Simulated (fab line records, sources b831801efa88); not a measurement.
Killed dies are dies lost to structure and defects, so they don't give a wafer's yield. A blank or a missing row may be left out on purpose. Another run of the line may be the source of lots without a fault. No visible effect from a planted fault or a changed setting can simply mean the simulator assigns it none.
8D (eight disciplines) problem report, filled in by code || flow sky130 || the parts of the form that need people (team, actions taken, sign-off) are left out

== 1. THE ISSUE ==
Across 2 wafers from 2 lots, CAPM_CVD_00_THK at SKY_CAPM_THK_MEAS_01 averages 11.77 nm, while fault-free wafers read 15.53 nm with a standard deviation of 0.22. That puts it -17 standard deviations away from the usual mean.
Seen first at day 41 22:43 on film metro-03, wafer L839.6. Wafers with a number at this step in the record: 33, from 11 lots. Rule for "out", or "out of limits": more than 4 standard deviations from the usual mean. The other wafers with a number count as sound.

== 2. WHAT IT IS; WHAT IT IS NOT ==
{"question": "which readings at this step", "is": "CAPM_CVD_00_THK", "is not": "-"}
{"question": "which lots", "is": "L839, L840", "is not": "L821, L824, L825, L826, L828, L833, L838, L841, L842"}
{"question": "which wafers of those lots", "is": "L839.6, L840.3", "is not": "L839.2, L839.5, L840.2, L840.5"}
{"question": "read on which gauges", "is": "film metro-03", "is not": "film metro-01, film metro-04"}
{"question": "when", "is": "from day 41 22:43", "is not": "up to then (23 sound wafers); but 8 sound wafers of L840, L841, L842 came after"}

== 3. WHAT RULES OUT EACH SUSPECT ==
Counting: a tool at a process step up to the reading stays a suspect if it ran every lot that is out. Sound lots after the first of them don't rule it out here, since some wafers of a struck lot are sound.
- the gauge at SKY_CAPM_THK_MEAS_01 has been ruled out. All the wafers that are out were read on film metro-03, but those of them that SKY_METAL3_ETCH_17 has rows for are out there too, on other tools.
- pvd sputter-03 at SKY_METAL3_SPUTTER_02 (material AlCu, target thk 735 nm, time 39.1 s): kept. It processed each lot that is out (first: L839, day 41 22:35); up to then, its last sound lot is L833 (day 40 08:55).
- pecvd-02 at SKY_CAPM_CVD_00 (deposits SiO2, target thk 15.5 nm): kept. It processed each lot that is out (first: L839, day 41 22:41); up to then, its last sound lot is L828 (day 38 14:59).
- Within pecvd-02 at SKY_CAPM_CVD_00, the wafers that are out were processed in chamber 0 and their sound lot-mates in chamber 1.
Left after counting: pvd sputter-03 at SKY_METAL3_SPUTTER_02, pecvd-02 at SKY_CAPM_CVD_00.

== 4. THE CAUSE (what the simulator had put in) ==
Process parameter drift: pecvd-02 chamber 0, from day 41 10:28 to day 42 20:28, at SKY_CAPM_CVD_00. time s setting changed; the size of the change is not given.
Of the 2 suspects that counting leaves, this tool is one.

== 5. SEQUENCE OF EFFECTS, ordered by route ==
Each row: a reading whose mean over the struck wafers that have a number lies more than 3 standard deviations from the usual. Scope: only readings with a usual standard deviation given in the record; hours: median across lots of the time from each lot's start at the first step in this table that gives one to its start at this step; sigmas: change in usual standard deviations.
{"hours": 0, "step": "SKY_CAPM_THK_MEAS_01", "reading": "CAPM_CVD_00_THK", "usual": "15.53 nm", "on struck wafers": 11.77, "change": -3.76, "sigmas": -17}
{"hours": 46, "step": "SKY_METAL3_ETCH_17", "reading": "oes product au", "usual": "0.755 a.u.", "on struck wafers": 0.661, "change": -0.094, "sigmas": -13}
Process steps it contains:
- SKY_METAL3_ETCH_17: etches SiO2 in C4F8/O2/Ar, stops on TiN, time 3.9 s, target depth 15 nm.
Readings that are blank on the struck wafers while sound wafers have them: susceptor temp C at SKY_CAPM_CVD_00.

== 6. WHAT WOULD HAVE CAUGHT IT SOONER ==
12 hours passed between the start of the fault at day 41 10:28 and the first reading out of limits at a measuring or inspecting step in this record, taken at day 41 22:43.
Lots out: 2; of these, L840 started SKY_CAPM_CVD_00 on pecvd-02 after day 41 22:43. Holding the tool at that time would have saved it.
